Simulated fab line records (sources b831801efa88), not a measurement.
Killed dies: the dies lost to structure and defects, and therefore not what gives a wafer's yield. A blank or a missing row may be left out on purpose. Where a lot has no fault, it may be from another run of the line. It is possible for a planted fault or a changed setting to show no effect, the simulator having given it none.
fab line records	flow gf180mcu
record lots=14	wafers=42	last-day=35
route steps=602 shown STI@26 LVPWELL@61 NWELL@137
lots that met no fault: taken from a fault-free run of the same line
start-h: hours from the record's first day to the start of the lot's first wafer shown	wait-h: hours since the lot's step before	" identical to the entry in the row above	L1.1+2: one row covering several wafers at once	- no value, or no start was given	* or withheld: withheld	< > ~ a bound
route shown NAME@n: NAME is a module with steps in the file, n the number in the route of the first one	usual: mean/standard deviation taken from wafers without a fault	same: alike in all rows	chamber/n: place in a boat	sites: each site's reading	_std_site: standard deviation across them	_edge_site: inner sites' mean taken away from outer sites' mean	radius-mm: how far each site lies from the wafer's centre	mask NAME#n: copy n	behind: the most recent tool/chamber to have shaped the wafer	hold: the reason the lot was held/the length of the hold in hours/how it ended	device: transistor that didn't switch, given as n, p or np	end of line: the tests these same wafers got at the end of their route	a step without rows: its recipe alone	killed: the dies lost at the first sort to structure and to defects; this is not the yield of the wafer	map: a wafer's dies, marking killed ones x, the rest . and places with no die _
set.NAME: the setting the step ran with; set.NAME@STEP: the setting that earlier step ran with	model.NAME: the simulator's own value behind a step, which no gauge read
a sample of lots followed through the steps of the route, with each step as a table and each wafer as a row
services: a tool's chamber out of use, with start hour (start-h, from the record's first day; less than 0 if before it), hours out, and reason
## steps
# step GF_STI_CMP_25
# recipe stop-on=Si3N4	t-overpolish-s=33	down-force-psi=4	platen-rpm=60	target-thk-nm=524.6	pad-velocity-m-s=0.94248
# usual motor-current-A=10.9/1.4	overpolish-run-s=33.001/0.01	time-to-endpoint-s=123/5
lot.wafer	tool	chamber	start-h	wait-h	motor-current-A	overpolish-run-s	time-to-endpoint-s
L644.2	cmp-02	0	33.91	0.0	8.4	33.015	125
L644.4	"	1	"	"	12.0	33.020	126
L644.6	"	0	"	"	8.3	32.997	122
L647.4	cmp-02	0	49.74	0.0	8.0	33.009	125
L647.3	"	1	"	"	12.2	32.996	125
L647.2	"	2	"	"	10.7	32.998	120
L648.1	cmp-01	2	55.97	0.1	9.4	32.992	131
L648.4	"	3	"	"	11.6	32.992	122
L648.5	"	1	"	"	11.8	32.996	125
L649.2	cmp-01	1	59.63	0.0	12.1	33.017	123
L649.4	"	2	"	"	9.3	32.989	125
L649.5	"	2	"	"	9.6	33.014	129
L650.1	cmp-02	3	63.90	0.1	12.5	33.000	122
L650.3	"	2	"	"	10.6	33.008	119
L650.6	"	3	"	"	12.3	32.991	119
L651.4	cmp-01	2	68.53	0.0	9.4	33.013	131
L651.1	"	0	"	"	10.5	33.005	127
L651.6	"	2	"	"	10.0	33.000	131
L652.2	cmp-02	1	74.98	0.0	12.1	32.993	120
L652.3	"	0	"	"	8.9	33.018	120
L652.6	"	1	"	"	12.7	33.001	122
L654.1	cmp-01	2	83.86	0.1	9.5	33.022	123
L654.3	"	3	"	"	11.2	33.009	117
L654.6	"	2	"	"	9.5	33.007	123
L658.2	cmp-02	1	103.88	0.1	12.6	33.003	121
L658.3	"	2	"	"	10.5	33.004	117
L658.5	"	0	"	"	8.4	32.997	116
L659.4	cmp-02	3	110.22	0.1	13.1	32.979	123
L659.5	"	2	"	"	10.7	32.997	123
L659.6	"	3	"	"	12.5	33.009	123
L662.3	cmp-01	1	126.98	0.2	11.8	32.990	123
L662.5	"	2	"	"	9.4	32.999	133
L662.6	"	3	"	"	11.7	33.011	117
L663.2	cmp-01	3	131.52	0.1	12.5	32.986	119
L663.3	"	0	"	"	10.8	32.997	131
L663.5	"	3	"	"	11.9	32.990	120
L665.1	cmp-02	0	142.05	0.1	9.1	33.006	120
L665.3	"	1	"	"	12.1	33.004	125
L665.4	"	2	"	"	10.7	32.992	118
L666.3	cmp-01	3	146.07	0.2	11.6	33.006	122
L666.5	"	0	"	"	11.2	32.993	127
L666.6	"	1	"	"	11.9	32.994	122
# step GF_LVPWELL_OVL_MEAS_07
# usual LVPWELL_OVL=0.1/1.6
lot.wafer	tool	chamber	start-h	wait-h	LVPWELL_OVL[nm]
L644.2	overlay-02	-	75.77	-	0.5
L644.4	"	-	"	"	-1.3
L644.6	"	-	"	"	-0.5
L647.2	overlay-02	-	92.22	-	-2.9
L647.3	"	-	"	"	-4.1
L647.4	"	-	"	"	-3.6
L648.1	overlay-01	-	99.77	-	-0.2
L648.4	"	-	"	"	-2.7
L648.5	"	-	"	"	-2.7
L649.2	overlay-01	-	103.62	-	-0.5
L649.4	"	-	"	"	0.9
L649.5	"	-	"	"	-1.7
L650.1	overlay-01	-	107.42	-	0.0
L650.3	"	-	"	"	-1.0
L650.6	"	-	"	"	-0.2
L651.1	overlay-01	-	113.07	-	-0.4
L651.4	"	-	"	"	-0.3
L651.6	"	-	"	"	0.1
L652.2	overlay-02	-	121.23	-	-0.2
L652.3	"	-	"	"	-0.7
L652.6	"	-	"	"	1.0
L654.1	overlay-02	-	129.27	-	-0.9
L654.3	"	-	"	"	-1.1
L654.6	"	-	"	"	-1.6
L658.2	overlay-01	-	153.88	-	-2.3
L658.3	"	-	"	"	1.5
L658.5	"	-	"	"	-1.1
L659.4	overlay-01	-	161.34	-	-0.1
L659.5	"	-	"	"	2.5
L659.6	"	-	"	"	1.8
L662.3	overlay-01	-	179.78	-	-0.8
L662.5	"	-	"	"	0.5
L662.6	"	-	"	"	-1.9
L663.2	overlay-01	-	182.38	-	0.0
L663.3	"	-	"	"	0.5
L663.5	"	-	"	"	1.7
L665.1	overlay-02	-	192.77	-	2.7
L665.3	"	-	"	"	2.3
L665.4	"	-	"	"	1.6
L666.3	overlay-02	-	198.88	-	0.7
L666.5	"	-	"	"	-0.5
L666.6	"	-	"	"	1.2
# step GF_LVPWELL_IMPLANT_09
# recipe species=B	energy-kev=60	dose-cm2=5e+12	tilt-deg=0
# usual beam-energy-keV=60.001/0.021	dose-ions-cm2=5e+12/4.9e+09
lot.wafer	tool	chamber	start-h	wait-h	beam-energy-keV	dose-ions-cm2
L644.2	implanter-01	0	75.98	0.1	59.985	4.994e+12
L644.4	"	0	"	"	59.984	5e+12
L644.6	"	0	"	"	59.993	5.004e+12
L647.2	implanter-04	0	92.43	0.1	60.037	4.992e+12
L647.3	"	0	"	"	60.032	5.002e+12
L647.4	"	0	"	"	60.037	4.998e+12
L648.1	implanter-01	0	99.95	0.1	59.987	5.003e+12
L648.4	"	0	"	"	59.969	5.001e+12
L648.5	"	0	"	"	59.972	4.997e+12
L649.2	implanter-02	0	103.83	0.1	60.007	4.993e+12
L649.4	"	0	"	"	60.007	4.994e+12
L649.5	"	0	"	"	59.971	5.001e+12
L650.1	implanter-04	0	107.60	0.1	59.984	4.992e+12
L650.3	"	0	"	"	59.979	4.988e+12
L650.6	"	0	"	"	59.963	4.992e+12
L651.1	implanter-01	0	113.25	0.1	59.983	4.998e+12
L651.4	"	0	"	"	60.013	4.999e+12
L651.6	"	0	"	"	60.028	4.997e+12
L652.2	implanter-04	0	121.43	0.1	60.022	5.003e+12
L652.3	"	0	"	"	59.983	5e+12
L652.6	"	0	"	"	60.014	5.004e+12
L654.1	implanter-01	0	129.45	0.1	60.009	5e+12
L654.3	"	0	"	"	60.015	4.997e+12
L654.6	"	0	"	"	60.018	4.998e+12
L658.2	implanter-02	0	154.26	0.2	60.021	5e+12
L658.3	"	0	"	"	60.024	5.004e+12
L658.5	"	0	"	"	60.046	5e+12
L659.4	implanter-01	0	161.58	0.1	69.215	5.007e+12
L659.5	"	0	"	"	69.213	5.002e+12
L659.6	"	0	"	"	69.195	5.002e+12
L662.3	implanter-01	0	180.00	0.1	69.180	5.003e+12
L662.5	"	0	"	"	69.195	4.993e+12
L662.6	"	0	"	"	69.175	5.008e+12
L663.2	implanter-01	0	182.58	0.1	69.191	5.007e+12
L663.3	"	0	"	"	69.183	5.013e+12
L663.5	"	0	"	"	69.229	5.001e+12
L665.1	implanter-04	0	192.95	0.1	59.986	4.994e+12
L665.3	"	0	"	"	60.004	5.001e+12
L665.4	"	0	"	"	60.014	4.997e+12
L666.3	implanter-04	0	199.11	0.1	60.012	4.997e+12
L666.5	"	0	"	"	59.982	4.998e+12
L666.6	"	0	"	"	60.013	4.995e+12
# step GF_VT_IMPLANT_RS_MEAS_47
# recipe thk-meas-gauge=four-point-probe
# usual NWELL_RS=487.4/1.2
lot.wafer	tool	chamber	start-h	wait-h	NWELL_RS[ohm/sq]
L644.2	film-metro-04	-	167.07	0.1	486.4
L644.4	"	-	"	"	484.6
L644.6	"	-	"	"	485.8
L647.2	film-metro-03	-	186.18	0.1	488.0
L647.3	"	-	"	"	487.0
L647.4	"	-	"	"	488.0
L648.1	film-metro-04	-	198.39	0.1	486.9
L648.4	"	-	"	"	487.6
L648.5	"	-	"	"	488.1
L649.2	film-metro-01	-	200.25	0.1	486.4
L649.4	"	-	"	"	487.4
L649.5	"	-	"	"	487.8
L650.1	film-metro-03	-	205.83	0.1	489.3
L650.3	"	-	"	"	489.6
L650.6	"	-	"	"	488.2
L651.1	film-metro-04	-	210.90	0.1	488.3
L651.4	"	-	"	"	488.4
L651.6	"	-	"	"	486.8
L652.2	film-metro-04	-	220.21	0.1	489.5
L652.3	"	-	"	"	487.7
L652.6	"	-	"	"	487.2
L654.1	film-metro-04	-	230.34	0.1	488.2
L654.3	"	-	"	"	488.7
L654.6	"	-	"	"	488.0
L658.2	film-metro-04	-	260.91	0.1	485.2
L658.3	"	-	"	"	487.0
L658.5	"	-	"	"	486.6
L659.4	film-metro-01	-	268.16	0.1	488.2
L659.5	"	-	"	"	486.7
L659.6	"	-	"	"	487.4
L662.3	film-metro-04	-	290.77	0.1	487.2
L662.5	"	-	"	"	486.3
L662.6	"	-	"	"	485.7
L663.2	film-metro-03	-	293.91	0.1	487.5
L663.3	"	-	"	"	486.5
L663.5	"	-	"	"	487.6
L665.1	film-metro-01	-	306.93	0.1	487.3
L665.3	"	-	"	"	486.8
L665.4	"	-	"	"	488.2
L666.3	film-metro-01	-	314.87	0.1	487.3
L666.5	"	-	"	"	487.3
L666.6	"	-	"	"	487.6
# step GF_VT_IMPLANT_RS_MEAS_48
# recipe thk-meas-gauge=four-point-probe
# usual LVPWELL_RS=1196.8/2.7
lot.wafer	tool	chamber	start-h	wait-h	LVPWELL_RS[ohm/sq]
L644.2	film-metro-04	-	167.19	0.1	1192.9
L644.4	"	-	"	"	1191.8
L644.6	"	-	"	"	1192.1
L647.2	film-metro-03	-	186.30	0.1	1196.7
L647.3	"	-	"	"	1197.3
L647.4	"	-	"	"	1196.8
L648.1	film-metro-04	-	198.51	0.1	1194.1
L648.4	"	-	"	"	1192.9
L648.5	"	-	"	"	1192.8
L649.2	film-metro-01	-	200.37	0.1	1196.0
L649.4	"	-	"	"	1199.4
L649.5	"	-	"	"	1200.5
L650.1	film-metro-03	-	205.95	0.1	1202.5
L650.3	"	-	"	"	1197.9
L650.6	"	-	"	"	1197.2
L651.1	film-metro-04	-	211.02	0.1	1198.5
L651.4	"	-	"	"	1194.0
L651.6	"	-	"	"	1198.6
L652.2	film-metro-04	-	220.33	0.1	1196.9
L652.3	"	-	"	"	1193.8
L652.6	"	-	"	"	1194.2
L654.1	film-metro-04	-	230.46	0.1	1196.9
L654.3	"	-	"	"	1196.7
L654.6	"	-	"	"	1196.4
L658.2	film-metro-04	-	261.03	0.1	1193.2
L658.3	"	-	"	"	1194.3
L658.5	"	-	"	"	1193.7
L659.4	film-metro-01	-	268.28	0.1	1208.7
L659.5	"	-	"	"	1207.4
L659.6	"	-	"	"	1206.1
L662.3	film-metro-04	-	290.89	0.1	1209.9
L662.5	"	-	"	"	1207.2
L662.6	"	-	"	"	1205.8
L663.2	film-metro-03	-	294.03	0.1	1209.3
L663.3	"	-	"	"	1213.5
L663.5	"	-	"	"	1209.9
L665.1	film-metro-01	-	307.05	0.1	1198.4
L665.3	"	-	"	"	1195.1
L665.4	"	-	"	"	1197.8
L666.3	film-metro-01	-	314.99	0.1	1195.5
L666.5	"	-	"	"	1200.0
L666.6	"	-	"	"	1197.2
## services
tool	chamber	start-h	hours	kind
implanter-01	-	33.44	9.0	repair
cmp-02	-	55.71	0.6	repair
cmp-01	-	64.07	4.0	pm
cmp-01	-	68.07	-	consumable-replace:conditioner
cmp-01	-	68.07	-	consumable-replace:pad
implanter-02	-	90.18	2.7	repair
cmp-01	-	91.60	2.6	repair
implanter-01	-	106.94	4.4	repair
cmp-02	-	113.47	1.7	repair
cmp-01	-	113.95	2.0	repair
implanter-04	-	125.57	2.6	repair
implanter-02	-	127.81	3.2	pm
implanter-02	-	137.22	2.1	repair
cmp-01	-	143.41	0.5	repair
cmp-02	-	148.59	5.0	pm
implanter-02	-	160.55	6.0	repair
cmp-01	-	161.26	0.8	repair
cmp-02	-	181.60	2.6	repair
## key
first-sign step=GF_LVPWELL_IMPLANT_09	reading=beam-energy-keV	direction=up	sigmas=99+	usual=60.001	struck=69.197
effect step=GF_VT_IMPLANT_RS_MEAS_48	reading=LVPWELL_RS	direction=up	sigmas=4.4	usual=1196.8	struck=1208.7
met-at GF_LVPWELL_IMPLANT_09
struck-lots L659,L662,L663
tester-left-out L659,L662,L663
not-acting-at GF_STI_CMP_25,GF_LVPWELL_OVL_MEAS_07,GF_VT_IMPLANT_RS_MEAS_47
onset-between 129.45 161.58
fault kind=process-parameter-drift	tool=implanter-01	chamber=-	onset-h=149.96	steps=GF_LVPWELL_IMPLANT_09	channel=energy-kev	offset=9.1924	shape=step	end-h=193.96	acts-in=these-recipes-only	stated=60
# tester-left-out: of these lots the tester's yield and bins aren't shown, on N5 and GAA mostly nor the transistor test; their killed dies are dies lost to structure and defects alone, not to doping, threshold or leakage, so they don't give the yield
